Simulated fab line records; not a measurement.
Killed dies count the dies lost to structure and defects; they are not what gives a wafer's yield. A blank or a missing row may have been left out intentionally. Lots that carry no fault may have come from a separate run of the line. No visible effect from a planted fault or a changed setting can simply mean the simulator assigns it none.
Which tool was responsible?    flow sky130    Sampling: 11 lots, 33 wafers, 2 of 708 route steps

== WHAT THE GAUGES SHOWED, per wafer ==
SKY_VIA2_THK_MEAS_01. Usual: VIA2_HDPCVD_THK typically reads 1181 nm, with standard deviation 10.
lot   measured      on             VIA2_HDPCVD_THK (nm)  flag
L797  day 35 22:02  film-metro-02  1176 1172 1176        
L800  day 36 22:30  film-metro-02  1178 1178 1197        
L804  day 37 22:31  film-metro-03  1192 1173 1173        
L807  day 38 21:19  film-metro-04  1172 1181 1167        
L810  day 39 21:44  film-metro-03  1172 1165 1174        
L812  day 40 10:27  film-metro-03  1184 1187 1182        
L813  day 40 17:59  film-metro-02  1175 1181 1178        
L815  day 41 04:07  film-metro-02  1186 1204 1179        
L817  day 42 00:00  film-metro-02  1186 1176 1193        
L818  day 42 06:59  film-metro-04  1189 1185 1190        
L819  day 42 17:16  film-metro-04  1187 1182 1193        

SKY_VIA2_CD_MEAS_12 targets a cd of 200 nm. Usual: cd-nm 199.8 nm, standard deviation 1.6.
lot   measured      on         cd-nm (nm)         flag
L797  day 37 01:00  cd-sem-02  197.7 199.2 198.3  
L800  day 38 00:50  cd-sem-01  202.4 200.0 200.8  
L804  day 39 00:39  cd-sem-02  196.5 196.8 198.4  
L807  day 39 22:17  cd-sem-02  199.1 198.2 197.6  
L810  day 40 22:45  cd-sem-01  199.0 200.0 198.0  
L812  day 41 11:13  cd-sem-02  200.6 200.8 200.0  
L813  day 41 18:51  cd-sem-01  201.6 200.2 201.9  
L815  day 42 05:04  cd-sem-02  201.5 199.9 200.2  
L817  day 42 23:55  cd-sem-01  198.1 199.1 200.6  
L818  day 43 06:13  cd-sem-01  200.3 201.9 201.5  
L819  day 43 17:20  cd-sem-01  200.0 200.6 200.3  

== EACH LOT AND THE TOOL THAT RAN IT (in order: tool; ch and the chambers of the sampled wafers; start) ==
Record: no process step prior to these readings.

== AS READ BY THE TOOLS THEMSELVES (means over the sampled wafers that have a number; for cases with no such wafer, the mark the record gives instead) ==
The record holds no such reading with a usual standard deviation.

== THE ANSWER, worked out from the rows above alone ==
Rule: take the mean of a lot's wafers that have a number; if it is more than 3 standard deviations from the usual mean, the lot is off. Also off: a lot with no number at a reading for which 4 or more lots have one. Any other lot the step has rows for is counted as sound. Order of review: gauges by route order, followed by the tools' own readings, for which a lot's mean as printed above is used. The first step at which some lot is off is used, and at that step the reading that is off furthest; a lot without a number counts as furthest.
No lot is off on any of the readings shown, so nothing can be concluded from this.

== WHAT THE SIMULATOR PUT IN ==
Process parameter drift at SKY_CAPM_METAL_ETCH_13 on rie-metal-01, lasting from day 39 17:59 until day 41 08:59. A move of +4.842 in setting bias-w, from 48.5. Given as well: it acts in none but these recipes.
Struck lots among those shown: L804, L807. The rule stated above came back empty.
